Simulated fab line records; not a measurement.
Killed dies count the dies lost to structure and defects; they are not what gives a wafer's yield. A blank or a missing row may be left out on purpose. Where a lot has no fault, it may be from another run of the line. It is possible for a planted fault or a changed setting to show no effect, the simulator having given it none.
fab line records | flow sky130
record: lots: 7 | wafers: 21 | last_day: 55
route steps=708 shown GATE_OXIDE@192 POLY_GATE@204 PAD_OPEN@708
lots with no fault: from the same line, run without faults
start_h: start of the lot's first displayed wafer, in hours after the record's first day | wait_h: hours elapsed since this lot's preceding step | " unchanged from the row above | L1.1+2: a single row standing in for several wafers | - no value present, or no start provided | * or withheld: withheld | < > ~ a bound
route shown NAME@n: a module of which the file shows steps, and the number in the route of the first | usual: the fault-free wafers' mean and standard deviation | same: alike in all rows | chamber/n: place in a boat | sites: the reading at each site | _std_site: standard deviation across them | _edge_site: inner sites' mean taken away from outer sites' mean | radius_mm: for every site, how far away it sits from the centre of the wafer | mask NAME#n: copy n | behind: the tool/chamber that last shaped the wafer | hold: cause of the lot's hold/its duration in hours/its outcome | device: the n, p or np transistor that did not switch | end of line: the route-end tests of the same wafers | a step without rows: its recipe alone | killed: at the first sort, the dies lost to defects and structure; wafer yield is something else | map: a wafer's dies, x killed, . not, _ none there
set.NAME: the setting as run; set.NAME@STEP: as run at that earlier step | model.NAME: the simulator's own value behind a step, which no gauge read
certain route steps with their lots: each step a table, each wafer a row
services: a tool's chamber out of use, with start hour (start_h, from the record's first day; less than 0 if before it), hours out, and reason
== steps ==
step: SKY_GATE_OXIDE_COAT_05
recipe: resist: NOVOLAK | spin_rpm: 3000 | resist_thk_nm: 1140
step: SKY_GATE_OXIDE_SOFTBAKE_06
recipe: temp_c: 90 | time_s: 60 | resist: NOVOLAK
step: SKY_GATE_OXIDE_EXPOSE_07
recipe: mask_id: LVOM | na: 0.6 | source_shape: conventional | sigma_outer: 0.6 | polarization: unpolarized | target_cd_nm: 600 | dose_mj: 170
step: SKY_GATE_OXIDE_PEB_08
recipe: temp_c: withheld | time_s: * | resist: NOVOLAK
step: SKY_GATE_OXIDE_DEVELOP_09
recipe: resist: NOVOLAK | developer: TMAH | develop_time_s: 60 | dev_temp_c: 23
step: SKY_GATE_OXIDE_OVL_MEAS_10
usual: GATE_OXIDE_OVL: -0.5/1.4
lot.wafer | tool       | chamber | start_h | wait_h | GATE_OXIDE_OVL[nm]
L255.1    | overlay-01 | -       | 293.92  | 0.1    | -3.0
L255.5    | "          | -       | "       | "      | -1.3
L255.6    | "          | -       | "       | "      | -3.0
L258.3    | overlay-02 | -       | 332.87  | 0.1    | -1.3
L258.5    | "          | -       | "       | "      | -0.4
L258.6    | "          | -       | "       | "      | 0.5
L260.2    | overlay-01 | -       | 343.28  | 0.1    | -0.2
L260.3    | "          | -       | "       | "      | -0.7
L260.4    | "          | -       | "       | "      | 0.3
L266.2    | overlay-02 | -       | 399.33  | 0.1    | -1.7
L266.5    | "          | -       | "       | "      | -1.3
L266.6    | "          | -       | "       | "      | -1.8
L267.1    | overlay-02 | -       | 411.36  | 0.1    | 1.3
L267.4    | "          | -       | "       | "      | 1.6
L267.6    | "          | -       | "       | "      | -1.3
L268.1    | overlay-02 | -       | 415.61  | 0.1    | -1.1
L268.2    | "          | -       | "       | "      | -1.8
L268.5    | "          | -       | "       | "      | -2.5
L276.1    | overlay-01 | -       | 488.11  | 0.1    | 0.0
L276.2    | "          | -       | "       | "      | -0.5
L276.4    | "          | -       | "       | "      | -1.1
step: SKY_GATE_OXIDE_IMPLANT_11
recipe: species: B | energy_kev: 10 | dose_cm2: 2.6e+12 | tilt_deg: withheld
step: SKY_GATE_OXIDE_WET_ETCH_12
recipe: chemistry: dHF | target_depth_nm: 16.8 | dry: n2_spin | target: SiO2 | dilution: 100:1 | temp_c: 25 | time_s: 336
step: SKY_GATE_OXIDE_STRIP_13
recipe: chemistry: O2/N2 | power_w: 1400 | pressure_mtorr: 1500 | platen_temp_c: withheld | o2_flow_sccm: 3000 | n2_flow_sccm: 300 | overash_fraction: 0.5
usual: drypump_motor_current_A: 5.5/0.46 | n2_flow_sccm: 299.8/1 | oes_product_au: 0.715/0.0045 | strip_time_to_endpoint_s: 14.15/0.044
lot.wafer | tool            | chamber | start_h | wait_h | drypump_motor_current_A | n2_flow_sccm | oes_product_au | rf_hours_counter_h | strip_time_to_endpoint_s
L255.1    | plasma_asher-02 | 1       | 294.21  | 0.0    | 5.1                     | 299.1        | 0.708          | 59                 | 14.23
L255.5    | "               | 1       | "       | "      | 5.1                     | 298.6        | 0.716          | -                  | 14.20
L255.6    | "               | 0       | "       | "      | 5.9                     | 298.8        | 0.722          | -                  | 14.19
L258.3    | plasma_asher-01 | 1       | 333.18  | 0.0    | 4.9                     | 301.5        | 0.715          | -                  | 14.18
L258.5    | "               | 1       | "       | "      | 4.9                     | 300.8        | 0.711          | -                  | 14.20
L258.6    | "               | 0       | "       | "      | 5.8                     | 300.6        | 0.724          | -                  | 14.15
L260.2    | plasma_asher-01 | 1       | 343.56  | 0.0    | 4.9                     | 300.5        | 0.712          | 22                 | 14.14
L260.3    | "               | 1       | "       | "      | 4.9                     | 300.0        | 0.723          | -                  | 14.14
L260.4    | "               | 0       | "       | "      | 5.8                     | 298.9        | 0.711          | -                  | 14.11
L266.2    | plasma_asher-01 | 1       | 399.61  | 0.0    | 4.9                     | 298.3        | 0.721          | 28                 | 14.12
L266.5    | "               | 1       | "       | "      | 4.9                     | 299.8        | 0.703          | -                  | 14.09
L266.6    | "               | 0       | "       | "      | 5.8                     | 298.7        | 0.714          | -                  | 14.13
L267.1    | plasma_asher-01 | 0       | 411.65  | 0.0    | 5.8                     | 300.9        | 0.713          | 29                 | 14.19
L267.4    | "               | 1       | "       | "      | 4.9                     | 299.0        | 0.724          | -                  | 14.17
L267.6    | "               | 0       | "       | "      | 5.8                     | 300.2        | 0.718          | -                  | 14.22
L268.1    | plasma_asher-01 | 1       | 415.90  | 0.0    | 4.9                     | 299.7        | 0.709          | 30                 | 14.10
L268.2    | "               | 0       | "       | "      | 5.8                     | 300.1        | 0.720          | 30                 | 14.08
L268.5    | "               | 0       | "       | "      | 5.8                     | 299.2        | 0.717          | -                  | 14.13
L276.1    | plasma_asher-02 | 0       | 488.50  | 0.0    | 5.8                     | 298.8        | 0.709          | 7                  | 14.08
L276.2    | "               | 1       | "       | "      | 5.1                     | 301.3        | 0.718          | 7                  | 14.10
L276.4    | "               | 0       | "       | "      | 5.9                     | 300.1        | 0.716          | -                  | 14.11
step: SKY_GATE_OXIDE_TW_MEAS_14
usual: GATE_OXIDE_TW: 224.9/1.1
lot.wafer | tool          | chamber | start_h | wait_h | GATE_OXIDE_TW
L255.1    | film_metro-04 | -       | 294.31  | 0.1    | 224.0
L255.5    | "             | -       | "       | "      | 223.0
L255.6    | "             | -       | "       | "      | 223.8
L258.3    | film_metro-04 | -       | 333.27  | 0.1    | 224.3
L258.5    | "             | -       | "       | "      | 223.6
L258.6    | "             | -       | "       | "      | 225.1
L260.2    | film_metro-01 | -       | 343.67  | 0.1    | 225.6
L260.3    | "             | -       | "       | "      | 224.0
L260.4    | "             | -       | "       | "      | 225.2
L266.2    | film_metro-03 | -       | 399.72  | 0.1    | 223.9
L266.5    | "             | -       | "       | "      | 223.8
L266.6    | "             | -       | "       | "      | 224.3
L267.1    | film_metro-01 | -       | 411.75  | 0.1    | 226.4
L267.4    | "             | -       | "       | "      | 225.6
L267.6    | "             | -       | "       | "      | 226.2
L268.1    | film_metro-04 | -       | 416.00  | 0.1    | 225.2
L268.2    | "             | -       | "       | "      | 223.2
L268.5    | "             | -       | "       | "      | 224.5
L276.1    | film_metro-03 | -       | 488.60  | 0.1    | 225.8
L276.2    | "             | -       | "       | "      | 225.4
L276.4    | "             | -       | "       | "      | 225.4
step: SKY_GATE_OXIDE_CLEAN_15
recipe: chemistry: SC1/SC2 | mix: 1:4:20 | temp_c: 70 | time_s: 150 | dry: n2_spin
step: SKY_GATE_OXIDE_OXIDATION_16
recipe: temp_c: 800 | ambient: O2 | idle_temp_c: 700 | ramp_up_c_per_min: 10 | ramp_down_c_per_min: 3 | stabilise_s: 600 | purge_s: 300 | target_thk_a: 35.7 | ox_time_s: 1915
step: SKY_POLY_GATE_CVD_00
recipe: material: poly-Si | target_thk_nm: 180 | temp_c: 620 | time_s: 720 | pressure_mtorr: 200
usual: pressure_mtorr: 200.1/0.42
lot.wafer | tool     | chamber | start_h | wait_h | pressure_mtorr
L255.1    | lpcvd-01 | 0       | 295.95  | 0.0    | 200.2
L255.5    | "        | 0       | "       | "      | 200.1
L255.6    | "        | 0       | "       | "      | 200.0
L258.3    | lpcvd-01 | 1       | 335.03  | 0.0    | 200.7
L258.5    | "        | 1       | "       | "      | 199.9
L258.6    | "        | 1       | "       | "      | 200.6
L260.2    | lpcvd-01 | 0       | 345.59  | 0.0    | 199.9
L260.3    | "        | 0       | "       | "      | 199.8
L260.4    | "        | 0       | "       | "      | 200.3
L266.2    | lpcvd-01 | 1       | 402.02  | 0.0    | 200.2
L266.5    | "        | 1       | "       | "      | 200.2
L266.6    | "        | 1       | "       | "      | 199.8
L267.1    | lpcvd-01 | 1       | 534.37  | 120.0  | 199.5
L267.4    | "        | 1       | "       | "      | 199.6
L267.6    | "        | 1       | "       | "      | 199.4
L268.1    | lpcvd-01 | 0       | 538.57  | 120.0  | 200.2
L268.2    | "        | 0       | "       | "      | 200.0
L268.5    | "        | 0       | "       | "      | 200.4
L276.1    | lpcvd-01 | 1       | 610.25  | 120.0  | 200.4
L276.2    | "        | 1       | "       | "      | 200.7
L276.4    | "        | 1       | "       | "      | 200.9
step: SKY_POLY_GATE_THK_MEAS_01
recipe: reads: poly-Si_of_POLY_GATE_CVD_00
usual: POLY_GATE_CVD_00_THK: 179.7/1.9
lot.wafer | tool          | chamber | start_h | wait_h | POLY_GATE_CVD_00_THK[nm]
L255.1    | film_metro-02 | -       | 297.15  | 0.0    | 177.8
L255.5    | "             | -       | "       | "      | 178.7
L255.6    | "             | -       | "       | "      | 179.2
L258.3    | film_metro-02 | -       | 336.25  | 0.0    | 181.7
L258.5    | "             | -       | "       | "      | 180.2
L258.6    | "             | -       | "       | "      | 181.3
L260.2    | film_metro-04 | -       | 347.40  | 0.0    | 183.9
L260.3    | "             | -       | "       | "      | 181.9
L260.4    | "             | -       | "       | "      | 184.8
L266.2    | film_metro-04 | -       | 403.23  | 0.0    | 178.6
L266.5    | "             | -       | "       | "      | 178.9
L266.6    | "             | -       | "       | "      | 177.9
L267.1    | film_metro-03 | -       | 536.17  | 0.0    | 180.6
L267.4    | "             | -       | "       | "      | 179.8
L267.6    | "             | -       | "       | "      | 180.7
L268.1    | film_metro-02 | -       | 540.37  | 0.0    | 179.0
L268.2    | "             | -       | "       | "      | 178.2
L268.5    | "             | -       | "       | "      | 178.2
L276.1    | film_metro-03 | -       | 612.05  | 0.0    | 179.6
L276.2    | "             | -       | "       | "      | 180.4
L276.4    | "             | -       | "       | "      | 179.7
step: SKY_PAD_OPEN_PROBE_99
usual: killed_at_M0_to_M3: 43/7 | killed_at_M4_up: 3.0/1.9 | killed_at_contacts: 24/4.6 | killed_at_front_end: 15/4.1 | killed_at_other: 0.3/0.52 | killed_dies: 84/9.7 | killed_on_rim: 16/3.6 | killed_open: 46/6.9 | killed_short: 38/6.8
same: gross_dies: 492 | killed_at_back_side: 0
lot.wafer | tool      | chamber | start_h | wait_h | killed_at_M0_to_M3 | killed_at_M4_up | killed_at_contacts | killed_at_front_end | killed_at_other | killed_dies | killed_on_rim | killed_open | killed_short | model.etest.cap_thick_oxide.gate_bv_v | model.etest.cap_ono.gate_bv_v | model.etest.cap_thin_oxide.gate_bv_v | model.etest.sonos_baked.vt_v
L255.1    | prober-01 | -       | 1066.08 | 0.1    | 37                 | 1               | 25                 | 22                  | 0               | 85          | 12            | 46          | 39           | 15.8                                  | 15.6                          | 6.919                                | 1.154
L255.5    | prober-01 | -       | 1066.28 | 0.2    | 44                 | 1               | 23                 | 12                  | 0               | 80          | 19            | 41          | 38           | 15.49                                 | 15.88                         | 7.005                                | 1.179
L255.6    | prober-01 | -       | 1066.33 | 0.2    | 40                 | 3               | 29                 | 17                  | 0               | 89          | 19            | 54          | 35           | 15.61                                 | 15.88                         | 6.9                                  | 1.145
L258.3    | prober-02 | -       | 1094.34 | 0.2    | 44                 | 1               | 20                 | 9                   | 0               | 74          | 18            | 42          | 32           | 16                                    | 16.41                         | 6.949                                | 1.188
L258.5    | prober-02 | -       | 1094.44 | 0.2    | 28                 | 4               | 25                 | 15                  | 0               | 72          | 15            | 32          | 40           | 15.9                                  | 15.66                         | 7.151                                | 1.163
L258.6    | prober-02 | -       | 1094.49 | 0.2    | 34                 | 2               | 19                 | 8                   | 0               | 63          | 14            | 37          | 26           | 16.31                                 | 16.23                         | 6.967                                | 1.124
L260.2    | prober-02 | -       | 1102.41 | 0.1    | 46                 | 3               | 30                 | 12                  | 0               | 91          | 17            | 50          | 41           | 15.92                                 | 15.89                         | 6.879                                | 1.091
L260.3    | prober-02 | -       | 1102.46 | 0.2    | 44                 | 2               | 23                 | 13                  | 0               | 82          | 16            | 50          | 32           | 15.54                                 | 15.54                         | 6.899                                | 1.165
L266.2    | prober-01 | -       | 1138.93 | 0.1    | 43                 | 2               | 20                 | 12                  | 0               | 77          | 14            | 43          | 34           | 15.56                                 | 16.12                         | 7.083                                | 1.138
L266.5    | prober-01 | -       | 1139.08 | 0.2    | 51                 | 4               | 27                 | 13                  | 0               | 95          | 18            | 50          | 42           | 15.6                                  | 15.56                         | 7.044                                | 1.146
L266.6    | prober-01 | -       | 1139.13 | 0.2    | 46                 | 4               | 20                 | 8                   | 1               | 79          | 19            | 44          | 35           | 15.35                                 | 16.48                         | 6.969                                | 1.089
L267.1    | prober-02 | -       | 1265.68 | 0.1    | 42                 | 1               | 26                 | 13                  | 1               | 83          | 15            | 39          | 44           | 14.75                                 | 14.87                         | 6.795                                | 1.145
L267.4    | prober-02 | -       | 1265.83 | 0.2    | 50                 | 3               | 28                 | 20                  | 0               | 101         | 17            | 50          | 51           | 14.95                                 | 14.86                         | 6.798                                | 1.15
L267.6    | prober-02 | -       | 1265.93 | 0.2    | 43                 | 1               | 24                 | 19                  | 0               | 87          | 12            | 53          | 34           | 15.13                                 | 15.22                         | 6.738                                | 1.154
L268.1    | prober-01 | -       | 1270.93 | 0.1    | 41                 | 9               | 26                 | 10                  | 2               | 88          | 13            | 41          | 46           | 15.26                                 | 15.25                         | 6.7                                  | 1.097
L268.2    | prober-01 | -       | 1270.98 | 0.1    | 50                 | 5               | 33                 | 13                  | 0               | 101         | 21            | 46          | 54           | 14.86                                 | 14.87                         | 6.538                                | 1.095
L268.5    | prober-01 | -       | 1271.13 | 0.2    | 46                 | 2               | 24                 | 16                  | 1               | 89          | 15            | 44          | 45           | 15.16                                 | 15.48                         | 6.598                                | 1.056
L276.1    | prober-01 | -       | 1308.53 | 0.1    | 39                 | 2               | 30                 | 10                  | 0               | 81          | 15            | 35          | 46           | 15.85                                 | 15.3                          | 6.708                                | 1.076
L276.2    | prober-01 | -       | 1308.58 | 0.1    | 44                 | 5               | 17                 | 13                  | 3               | 82          | 19            | 48          | 30           | 15.66                                 | 15.06                         | 6.658                                | 1.131
L276.4    | prober-01 | -       | 1308.68 | 0.2    | 41                 | 1               | 17                 | 11                  | 2               | 72          | 15            | 38          | 33           | 15.23                                 | 14.69                         | 6.564                                | 1.135
killed by level:class
L255.1 VIA1:geometric_particle:open=11 CONTACT:geometric_particle:open=9 CONTACT:geometric_particle:short=7 VIA1:geometric_particle:short=7 LI_CONTACT:geometric_particle:open=6 VIA3:geometric_particle:open=6 FIELD_ISO:geometric_particle:short=5 POLY_GATE:geometric_particle:short=4
L255.5 VIA1:geometric_particle:open=16 POLY_GATE:geometric_particle:short=6 LOCAL_INTERCONNECT:geometric_particle:short=6 CONTACT:geometric_particle:open=6 METAL1:geometric_particle:short=6 CONTACT:geometric_particle:short=5 VIA2:geometric_particle:open=5 VIA3:geometric_particle:open=5
L255.6 CONTACT:geometric_particle:open=11 LI_CONTACT:geometric_particle:open=9 VIA1:geometric_particle:open=9 METAL2:geometric_particle:short=7 VIA2:geometric_particle:open=5 LOCAL_INTERCONNECT:geometric_particle:short=5 VIA3:geometric_particle:open=5 POLY_GATE:geometric_particle:open=4
L258.3 VIA2:geometric_particle:open=10 VIA1:geometric_particle:open=10 LI_CONTACT:geometric_particle:open=6 CONTACT:geometric_particle:open=6 VIA1:geometric_particle:short=6 LOCAL_INTERCONNECT:geometric_particle:short=4 METAL2:geometric_particle:short=4 FIELD_ISO:geometric_particle:short=3
L258.5 LI_CONTACT:geometric_particle:open=8 VIA1:geometric_particle:short=8 VIA1:geometric_particle:open=6 LOCAL_INTERCONNECT:geometric_particle:short=5 CONTACT:geometric_particle:open=5 FIELD_ISO:geometric_particle:short=4 LI_CONTACT:geometric_particle:short=4 FIELD_ISO:geometric_particle:open=3
L258.6 VIA1:geometric_particle:open=8 LI_CONTACT:geometric_particle:open=7 CONTACT:geometric_particle:open=6 VIA1:geometric_particle:short=6 LOCAL_INTERCONNECT:geometric_particle:short=4 VIA3:geometric_particle:open=4 METAL2:geometric_particle:short=4 FIELD_ISO:geometric_particle:short=3
L260.2 CONTACT:geometric_particle:open=11 VIA1:geometric_particle:open=10 LI_CONTACT:geometric_particle:open=9 VIA1:geometric_particle:short=7 LOCAL_INTERCONNECT:geometric_particle:short=6 POLY_GATE:geometric_particle:short=5 METAL1:geometric_particle:short=5 POLY_GATE:geometric_particle:open=4
L260.3 VIA1:geometric_particle:open=15 CONTACT:geometric_particle:open=11 VIA2:geometric_particle:open=8 VIA3:geometric_particle:open=6 VIA1:geometric_particle:short=5 POLY_GATE:geometric_particle:short=5 LOCAL_INTERCONNECT:geometric_particle:short=5 LI_CONTACT:geometric_particle:open=5
L266.2 VIA2:geometric_particle:open=8 CONTACT:geometric_particle:open=7 VIA3:geometric_particle:open=7 METAL2:geometric_particle:short=6 LI_CONTACT:geometric_particle:open=5 VIA1:geometric_particle:open=5 FIELD_ISO:geometric_particle:short=4 LI_CONTACT:geometric_particle:short=4
L266.5 VIA1:geometric_particle:open=10 CONTACT:geometric_particle:open=9 VIA3:geometric_particle:open=8 METAL1:geometric_particle:short=7 LI_CONTACT:geometric_particle:open=7 LOCAL_INTERCONNECT:geometric_particle:short=6 METAL2:geometric_particle:short=6 VIA2:geometric_particle:short=5
L266.6 VIA1:geometric_particle:open=10 VIA2:geometric_particle:open=9 VIA3:geometric_particle:open=7 LI_CONTACT:geometric_particle:open=6 LI_CONTACT:geometric_particle:short=4 METAL1:geometric_particle:open=4 LOCAL_INTERCONNECT:geometric_particle:short=4 CONTACT:geometric_particle:open=4
L267.1 VIA2:geometric_particle:open=8 LI_CONTACT:geometric_particle:open=7 VIA1:geometric_particle:short=7 CONTACT:geometric_particle:open=6 VIA1:geometric_particle:open=6 METAL2:geometric_particle:short=6 POLY_GATE:geometric_particle:short=5 LOCAL_INTERCONNECT:geometric_particle:short=4
L267.4 VIA1:geometric_particle:open=12 LOCAL_INTERCONNECT:geometric_particle:short=9 METAL1:geometric_particle:short=9 VIA3:geometric_particle:open=8 CONTACT:geometric_particle:open=6 POLY_GATE:geometric_particle:short=5 VIA2:geometric_particle:open=5 METAL2:geometric_particle:short=5
L267.6 CONTACT:geometric_particle:open=10 VIA1:geometric_particle:open=10 FIELD_ISO:geometric_particle:open=8 METAL2:geometric_particle:short=6 LI_CONTACT:geometric_particle:open=5 LOCAL_INTERCONNECT:geometric_particle:short=5 VIA2:geometric_particle:open=5 VIA3:geometric_particle:open=5
L268.1 VIA1:geometric_particle:open=11 METAL2:geometric_particle:short=8 METAL4:geometric_particle:short=7 LOCAL_INTERCONNECT:geometric_particle:short=7 CONTACT:geometric_particle:short=7 LI_CONTACT:geometric_particle:open=5 CONTACT:geometric_particle:open=5 VIA3:geometric_particle:open=5
L268.2 METAL2:geometric_particle:short=9 CONTACT:geometric_particle:short=9 VIA2:geometric_particle:open=8 VIA1:geometric_particle:open=8 LI_CONTACT:geometric_particle:open=7 CONTACT:geometric_particle:open=7 VIA3:geometric_particle:open=7 LOCAL_INTERCONNECT:geometric_particle:short=6
L268.5 VIA1:geometric_particle:short=15 LI_CONTACT:geometric_particle:open=10 VIA2:geometric_particle:open=8 VIA1:geometric_particle:open=7 FIELD_ISO:geometric_particle:open=6 METAL2:geometric_particle:short=6 CONTACT:geometric_particle:open=5 POLY_GATE:geometric_particle:short=4
L276.1 CONTACT:geometric_particle:open=9 LI_CONTACT:geometric_particle:short=8 METAL2:geometric_particle:short=8 METAL1:geometric_particle:short=7 LOCAL_INTERCONNECT:geometric_particle:short=7 LI_CONTACT:geometric_particle:open=6 VIA1:geometric_particle:open=6 VIA2:geometric_particle:open=5
L276.2 VIA2:geometric_particle:open=10 VIA1:geometric_particle:open=9 CONTACT:geometric_particle:open=8 VIA3:geometric_particle:open=6 FIELD_ISO:geometric_particle:short=4 POLY_GATE:geometric_particle:open=4 VIA2:geometric_particle:short=4 METAL1:geometric_particle:short=4
L276.4 VIA1:geometric_particle:open=9 METAL2:geometric_particle:short=9 LI_CONTACT:geometric_particle:open=7 CONTACT:geometric_particle:short=5 VIA3:geometric_particle:open=5 FIELD_ISO:geometric_particle:open=4 METAL1:geometric_particle:short=4 VIA2:geometric_particle:open=4
== services ==
tool            | chamber | start_h | hours | kind
plasma_asher-02 | -       | 317.14  | 23.7  | repair
plasma_asher-01 | -       | 336.10  | 2.2   | repair
plasma_asher-02 | -       | 421.25  | 9.0   | pm
plasma_asher-02 | 0       | 421.25  | 9.0   | vent_cycle
plasma_asher-02 | 1       | 421.25  | 9.0   | vent_cycle
plasma_asher-02 | 0       | 430.25  | -     | clean
plasma_asher-02 | 1       | 430.25  | -     | clean
plasma_asher-02 | -       | 496.16  | 26.5  | repair
plasma_asher-02 | -       | 539.48  | 14.2  | repair
== key ==
first_sign: step: SKY_POLY_GATE_CVD_00 | reading: wait_h | direction: changed
effect none on later readings
model_effect: step: SKY_PAD_OPEN_PROBE_99 | value: etest.cap_thick_oxide.gate_bv_v | without: 15.88 | struck: 15.21
met_at SKY_POLY_GATE_CVD_00
struck_wafers L267.1,L267.4,L267.6,L268.1,L268.2,L268.5,L276.1,L276.2,L276.4
tester_left_out L267,L268,L276
fault: kind: queue_time_violation | tool: lpcvd-01 | chamber: 0 | onset_h: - | steps: SKY_POLY_GATE_CVD_00 | delay_hr: 120 | scope: struck_lots_only
tester_left_out: of these lots the tester's yield and bins aren't shown, on N5 and GAA mostly nor the transistor test; their killed dies are dies lost to structure and defects alone, not to doping, threshold or leakage, so they don't give the yield
